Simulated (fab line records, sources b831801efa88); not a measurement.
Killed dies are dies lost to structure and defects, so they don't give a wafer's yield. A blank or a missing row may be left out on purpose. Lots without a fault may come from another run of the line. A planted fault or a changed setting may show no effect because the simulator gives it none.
Which tool did it? | flow sky130 | 12 lots, 36 wafers sampled, at 6 steps of a route of 708

WHAT THE GAUGES READ, wafer by wafer
SKY_POLY_GATE_THK_MEAS_21. Usual: POLY_GATE_OXIDATION_THK 4.04 nm, standard deviation 0.081.
lot  | measured     | on            | POLY_GATE_OXIDATION_THK (nm) | flag
L811 | day 16 21:55 | film_metro-04 | 4.00 4.12 4.07               |
L812 | day 17 11:05 | film_metro-04 | 4.14 3.98 4.06               |
L813 | day 17 11:05 | film_metro-02 | 4.06 4.11 4.17               |
L814 | day 17 13:31 | film_metro-03 | 4.02 3.95 3.90               |
L816 | day 18 14:08 | film_metro-03 | 4.02 4.05 3.97               |
L817 | day 19 03:11 | film_metro-03 | 3.99 4.09 4.00               |
L820 | day 20 03:17 | film_metro-02 | 3.96 4.01 4.05               |
L823 | day 20 23:16 | film_metro-04 | 4.09 4.09 4.19               |
L824 | day 21 11:37 | film_metro-02 | 3.94 3.94 3.96               |
L832 | day 24 02:17 | film_metro-04 | 4.00 4.04 4.02               |
L833 | day 24 09:26 | film_metro-03 | 4.04 4.01 4.06               |
L834 | day 24 19:29 | film_metro-02 | 4.20 4.23 4.22               |

SKY_LDD_N_TW_MEAS_17. Usual: LDD_N_TW 2582, standard deviation 12.
lot  | measured     | on            | LDD_N_TW       | flag
L811 | day 18 04:28 | film_metro-01 | 2570 2556 2557 |
L812 | day 18 18:08 | film_metro-03 | 2598 2582 2601 |
L813 | day 18 18:19 | film_metro-01 | 2577 2571 2570 |
L814 | day 18 20:17 | film_metro-03 | 2594 2594 2598 |
L816 | day 19 22:23 | film_metro-04 | 2576 2579 2573 |
L817 | day 20 11:23 | film_metro-04 | 2584 2587 2579 |
L820 | day 21 11:28 | film_metro-03 | 2579 2567 2582 |
L823 | day 22 07:17 | film_metro-01 | 2602 2604 2605 |
L824 | day 22 19:13 | film_metro-01 | 2591 2605 2591 |
L832 | day 25 09:25 | film_metro-03 | 2572 2573 2579 |
L833 | day 25 16:24 | film_metro-03 | 2571 2560 2570 |
L834 | day 26 01:47 | film_metro-04 | 2563 2579 2572 |

SKY_SPACER_THK_MEAS_01. Usual: SPACER_CVD_00_THK 43.0 nm, standard deviation 0.43.
lot  | measured     | on            | SPACER_CVD_00_THK (nm) | flag
L811 | day 23 08:23 | film_metro-02 | 43.4 43.4 43.3         |
L812 | day 23 22:55 | film_metro-02 | 42.5 43.0 42.8         |
L813 | day 24 01:29 | film_metro-01 | 43.0 43.1 42.6         |
L814 | day 24 01:29 | film_metro-03 | 43.1 43.3 43.1         |
L816 | day 25 07:29 | film_metro-01 | 42.8 43.1 42.9         |
L817 | day 25 14:40 | film_metro-03 | 43.2 42.9 42.8         |
L820 | day 26 12:36 | film_metro-03 | 43.4 43.6 44.0         |
L823 | day 27 08:49 | film_metro-02 | 79.8 79.5 79.4         | OFF
L824 | day 27 18:54 | film_metro-01 | 78.9 79.4 79.3         | OFF
L832 | day 30 22:47 | film_metro-01 | 42.7 43.0 43.2         |
L833 | day 30 22:48 | film_metro-03 | 43.5 43.4 43.0         |
L834 | day 30 22:52 | film_metro-02 | 43.5 43.5 43.6         |

SKY_POLY_CUT_OVL_MEAS_09. Usual: POLY_CUT_OVL -1 nm, standard deviation 5.
lot  | measured     | on         | POLY_CUT_OVL (nm) | flag
L811 | day 24 14:52 | overlay-01 | 0 1 4             |
L812 | day 25 04:11 | overlay-02 | -4 6 3            |
L813 | day 25 07:10 | overlay-02 | -5 8 3            |
L814 | day 25 07:32 | overlay-02 | -2 -1 1           |
L816 | day 26 12:08 | overlay-02 | -10 -7 -6         |
L817 | day 26 19:59 | overlay-02 | -8 -2 -6          |
L820 | day 27 17:19 | overlay-01 | -4 -3 -5          |
L832 | day 32 02:22 | overlay-01 | -4 0 -3           |
L833 | day 32 02:39 | overlay-01 | -2 2 -7           |
L834 | day 32 02:56 | overlay-02 | 6 -3 3            |

WHICH TOOL RAN EACH LOT (tool, then ch and the chambers of the sampled wafers, then the start)
lot  | SKY_SPACER_CVD_00           | SKY_SPACER_ETCHBACK_02
L811 | lpcvd-02 ch 0, day 23 07:11 | rie_diel-02 ch 0,1,3, day 23 08:27
L812 | lpcvd-02 ch 0, day 23 21:41 | rie_diel-03 ch 0,3, day 23 22:58
L813 | lpcvd-02 ch 0, day 24 00:15 | rie_diel-02 ch 1,2, day 24 01:31
L814 | lpcvd-02 ch 1, day 24 00:15 | rie_diel-03 ch 0,1,2, day 24 01:31
L816 | lpcvd-02 ch 0, day 25 06:16 | rie_diel-03 ch 1,2,3, day 25 07:32
L817 | lpcvd-02 ch 1, day 25 13:27 | rie_diel-04 ch 0,1,3, day 25 14:43
L820 | lpcvd-02 ch 1, day 26 11:24 | rie_diel-03 ch 1,3, day 26 12:40
L823 | lpcvd-02 ch 1, day 27 07:37 | rie_diel-02 ch 0,1,3, day 27 08:52
L824 | lpcvd-02 ch 0, day 27 17:42 | rie_diel-03 ch 0,1,2, day 27 18:58
L832 | lpcvd-02 ch 1, day 30 21:35 | rie_diel-04 ch 1,2, day 30 22:51
L833 | lpcvd-02 ch 1, day 30 21:35 | rie_diel-02 ch 0,1,2, day 30 22:51
L834 | lpcvd-02 ch 0, day 30 21:35 | rie_diel-03 ch 0,2, day 30 22:55
- SKY_SPACER_CVD_00: deposits Si3N4 from DCS/NH3, target thk 43.1 nm, time 740 s.
- SKY_SPACER_ETCHBACK_02: etches Si3N4 in CH3F/O2, stops on SiO2, time 46.7 s, target depth 45 nm.

WHAT THE TOOLS THEMSELVES READ (means of the sampled wafers that have a number; where no wafer has one, the mark that the record gives instead)
SKY_SPACER_CVD_00. Usual: spike_tc_lower_C 770.3 C, standard deviation 1.6; zone_power_bottom_pct 18.7 %, standard deviation 0.31.
lot  | tool     | spike_tc_lower_C (C) | zone_power_bottom_pct (%) | flag
L811 | lpcvd-02 | 767.8                | 18.4                      |
L812 | lpcvd-02 | 769.7                | 18.5                      |
L813 | lpcvd-02 | 768.6                | 18.6                      |
L814 | lpcvd-02 | 770.9                | 18.7                      |
L816 | lpcvd-02 | 769.0                | 18.4                      |
L817 | lpcvd-02 | 770.6                | 19.1                      |
L820 | lpcvd-02 | 771.2                | 19.0                      |
L823 | lpcvd-02 | 771.7                | 19.1                      |
L824 | lpcvd-02 | 768.4                | 18.5                      |
L832 | lpcvd-02 | 770.7                | 18.8                      |
L833 | lpcvd-02 | 770.5                | 18.8                      |
L834 | lpcvd-02 | 769.3                | 18.2                      |

SKY_SPACER_ETCHBACK_02. Usual: drypump_motor_current_A 5.6 A, standard deviation 0.51; oes_product_au 0.854 a.u., standard deviation 0.0062; throttle_valve_pct 10.563 %, standard deviation 0.0097.
lot  | tool        | drypump_motor_current_A (A) | oes_product_au (a.u.) | throttle_valve_pct (%) | flag
L811 | rie_diel-02 | 5.3                         | 0.857                 | 10.566                 |
L812 | rie_diel-03 | 6.0                         | 0.851                 | 10.559                 |
L813 | rie_diel-02 | 5.9                         | 0.857                 | 10.565                 |
L814 | rie_diel-03 | 5.7                         | 0.858                 | 10.560                 |
L816 | rie_diel-03 | 6.1                         | 0.854                 | 10.567                 |
L817 | rie_diel-04 | 5.5                         | 0.854                 | 10.566                 |
L820 | rie_diel-03 | 6.3                         | 0.857                 | 10.569                 |
L823 | rie_diel-02 | 5.3                         | 0.979                 | 10.577                 | OFF
L824 | rie_diel-03 | 5.7                         | 1.002                 | 10.584                 | OFF
L832 | rie_diel-04 | 5.2                         | 0.848                 | 10.564                 |
L833 | rie_diel-02 | 5.5                         | 0.858                 | 10.560                 |
L834 | rie_diel-03 | 5.5                         | 0.859                 | 10.563                 |

THE ANSWER, worked out from the rows above alone
Rule: a lot is off if the mean of its wafers that have a number lies more than 3 standard deviations from the usual mean. A lot without any number at a reading at which 4 lots or more have one is off too. The other lots that the step has rows for count as sound. The gauges are gone through in route order, then the tools' own readings, and for those a lot's mean is taken as printed above. The first step at which some lot is off is used, and at that step the reading that is off furthest; a lot without a number counts as furthest.
Off: L823, L824, at SKY_SPACER_THK_MEAS_01 (SPACER_CVD_00_THK).
A tool fits if, at a process step before that reading, it ran every lot that is off, and no sound lot after the first of them. The gauges at SKY_SPACER_THK_MEAS_01 aren't tried: what is off there is off at SKY_SPACER_ETCHBACK_02 too, on other tools, and a gauge's error can't cause that. None of those tried fits.

WHAT THE SIMULATOR HAD PUT IN
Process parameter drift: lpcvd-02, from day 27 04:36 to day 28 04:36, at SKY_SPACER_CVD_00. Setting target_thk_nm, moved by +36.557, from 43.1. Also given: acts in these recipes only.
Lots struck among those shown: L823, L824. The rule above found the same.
